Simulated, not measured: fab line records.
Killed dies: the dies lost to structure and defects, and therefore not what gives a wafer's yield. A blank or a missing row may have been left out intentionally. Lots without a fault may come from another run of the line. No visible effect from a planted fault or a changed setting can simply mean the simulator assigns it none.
Comparing a struck lot with a sound one | flow sky130 | 16 out of 708 route steps
Sound: wafers L307.4, L307.5, L307.6. Struck: wafer L313.5. (L313.3, L313.6 of the same lot were not struck and are left out.) The cause comes at the end.
Per side, at each step with rows, come the tool, then ch with its chambers, and then its first start. Under that, the readings that differ: sound wafers | struck wafers | difference of the means | sigmas: that difference in standard deviations of wafers without a fault.
alike: same words and numbers on both sides, and readings whose means sit less than 2 such deviations apart. not compared: any withheld reading, any reading some wafer has no value for, any bound like >300 that may hide the same value, and any number with overlapping values for which the record gives no deviation.
Wherever a step has rows on one side only, a row that says differs or no value, or a row with sigmas, the two part there. Numbers that don't overlap but have no deviation are shown without sigmas and don't part them. A reading that every wafer of one side lacks parts them only if that side has two wafers or more.

first, 3 steps without rows for these wafers: SKY_METAL1_EXPOSE_12 (exposes mask MM1, target cd 140 nm); SKY_METAL1_PEB_13; SKY_METAL1_DEVELOP_14 (develop time 60 s).
SKY_METAL1_CD_MEAS_15: the cd target is 140 nm.
  struck on cd sem-02, day 35 08:19; sound on cd sem-01, day 33 14:41
  alike: cd nm
SKY_METAL1_OVL_MEAS_16:
  struck on overlay-01, day 35 08:25; sound on overlay-02, day 33 14:46
  alike: METAL1_OVL
SKY_METAL1_DESCUM_17: chemistry O2, time 8 s.
  sound on rie metal-04 ch 0,1, day 33 14:48; struck on rie metal-04 ch 0, day 35 08:27
  alike: drypump motor current A, oes product au
  not compared: rf hours counter h
SKY_METAL1_ETCH_18: etches BARC in N2/H2, stops on SiO2, time 45.9 s, target depth 60 nm.
  sound on rie metal-04 ch 0,1, day 33 14:50; struck on rie metal-04 ch 0, day 35 08:29
  alike: drypump motor current A, h2 flow sccm, oes product au, throttle valve pct
  not compared: rf hours counter h
SKY_METAL1_METAL_ETCH_19: etches the open film in Cl2/BCl3, stops on SiO2, target depth 360 nm, time 78 s.
  sound on rie metal-04 ch 0,1, day 33 14:55; struck on rie metal-04 ch 0, day 35 08:34
  alike: drypump motor current A, oes product au, throttle valve pct
  not compared: rf hours counter h
SKY_METAL1_STRIP_20: strips in O2/N2.
  sound on plasma asher-01 ch 0,1, day 33 15:01; struck on plasma asher-03 ch 0, day 35 08:40
  reading               | sound             | struck | difference | sigmas
  oes product au (a.u.) | 0.338 0.346 0.345 | 0.330  | -0.013     | -3
  alike: drypump motor current A, strip time to endpoint s
  not compared: rf hours counter h
then, 3 steps without rows for these wafers: SKY_METAL1_STRIP_21 (strips in post etch residue remover, time 1200 s); SKY_METAL1_CLEAN_22 (cleans in IPA, time 180 s); SKY_METAL1_CLEAN_23 (cleans in O3/DIW).
SKY_VIA1_HDPCVD_00: deposits SiO2, target thk 1030 nm, time 171.7 s.
  sound on hdpcvd-01 ch 0,1,2, day 33 15:38; struck on hdpcvd-01 ch 0, day 35 09:13
  reading                                  | sound             | struck | difference | sigmas
  sih4 flow sccm (sccm)                    | 59.90 60.33 59.99 | 29.81  | -30.26     | -99 or more
  model.SiO2_of_VIA1_HDPCVD_00.thk nm (nm) | 1043 1038 1054    | 515.6  | -529.4     |
SKY_VIA1_THK_MEAS_01:
  struck on film metro-02, day 35 09:21; sound on film metro-03, day 33 15:44
  reading              | sound          | struck | difference | sigmas
  VIA1_HDPCVD_THK (nm) | 1043 1038 1054 | 515    | -530       | -44
SKY_VIA1_CMP_02: polishes SiO2.
  sound on cmp-01 ch 0,1,3, day 33 16:00; struck on cmp-02 ch 1, day 35 10:45
  alike: motor current A, retaining ring pressure frac, slurry flow ml min
-- the record jumps here: 12 days lie between the struck wafers' starts before and after (it left off in module VIA1 and takes up again in module PAD_OPEN, whose first step shown is number 708 of the route) --
SKY_PAD_OPEN_PROBE_99:
  struck on prober-01, day 47 18:13; sound on prober-01, day 46 06:49
  reading                               | sound                | struck    | difference | sigmas
  model.etest.tester.sort n pass        | 424 420 387          | 243       | -167       |
  model.etest.tester.sort yield pct (%) | 86.18 85.37 78.66    | 49.39     | -34.01     |
  model.etest.tester.sort_bin_3_pct (%) | 0.4065 0.4065 1.22   | 35.57     | +34.89     |
  model.etest.met2 comb.leak log10 a um | -11.85 -11.97 -12.03 | -7.313    | +4.637     |
  model.etest.tester.sort_bin_8_pct (%) | 0 0 0                | 2.089e-05 | +2.089e-05 |
  alike: defect limited yield, killed_at_M0_to_M3, killed_at_M4_up, killed at contacts, killed at front end, killed at other, killed dies, killed open, killed short

== WHERE THEY PART ==
At SKY_METAL1_STRIP_20 first; at SKY_VIA1_THK_MEAS_01 last (within this record only). Later steps at which nothing parts them and some readings are alike: SKY_VIA1_CMP_02, SKY_PAD_OPEN_PROBE_99.

WHY: what the simulator had put in
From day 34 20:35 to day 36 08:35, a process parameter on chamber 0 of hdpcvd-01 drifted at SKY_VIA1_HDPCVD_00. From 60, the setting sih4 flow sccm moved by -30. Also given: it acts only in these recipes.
